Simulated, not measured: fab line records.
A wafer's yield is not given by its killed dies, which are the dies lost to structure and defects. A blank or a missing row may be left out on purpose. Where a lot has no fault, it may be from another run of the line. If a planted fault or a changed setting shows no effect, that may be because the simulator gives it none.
Matching of chambers | flow sky130 | 4 sister chambers for SKY_CONTACT_CMP_04 on cmp-02
The step polishes SiO2. 4 wafers are shown with their chamber, then 8 later ones without.

WAFERS, EACH WITH ITS CHAMBER
wafer  | chamber | motor current A (A)
L963.4 | 1       | 12.9
L973.2 | 3       | 11.8
L973.3 | 2       | 10.7
L974.1 | 0       | 13.1

WAFERS WITHOUT THEIR CHAMBER
wafer  | motor current A (A)
L974.2 | 10.5
L974.6 | 10.1
L975.2 | 13.6
L975.4 | 13.9
L975.5 | 13.8
L980.2 | 13.0
L980.3 | 13.8
L980.4 | 10.1

THE CHAMBER EACH PASSED THROUGH
wafer  | from the rows above          | in truth
L974.2 | can't be placed: 2 or 3      | 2
L974.6 | can't be placed: 2 or 3      | 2
L975.2 | can't be placed: 0 or 1      | 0
L975.4 | can't be placed: 0 or 1      | 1
L975.5 | can't be placed: 0 or 1      | 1
L980.2 | can't be placed: 0 or 1 or 3 | 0
L980.3 | can't be placed: 0 or 1      | 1
L980.4 | can't be placed: 2 or 3      | 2
Placed correctly: 0 of 8. From these rows, 8 cannot be placed; in 8 the true chamber is one of the candidates. 0 placed wrongly.
How it was worked out, from the rows above alone: a wafer's distance from a chamber is the root of the sum, over the readings, of the square of ((its reading less the chamber's mean) divided by the reading's scatter). The wafer belongs to the nearest chamber; if the next one is less than 2 further off, it can't be placed. The mean given for a chamber averages the wafers shown for that chamber. The scatter (one wafer shown for each chamber): square how far every hidden wafer sits from the nearest shown wafer, average those squares and take the square root.
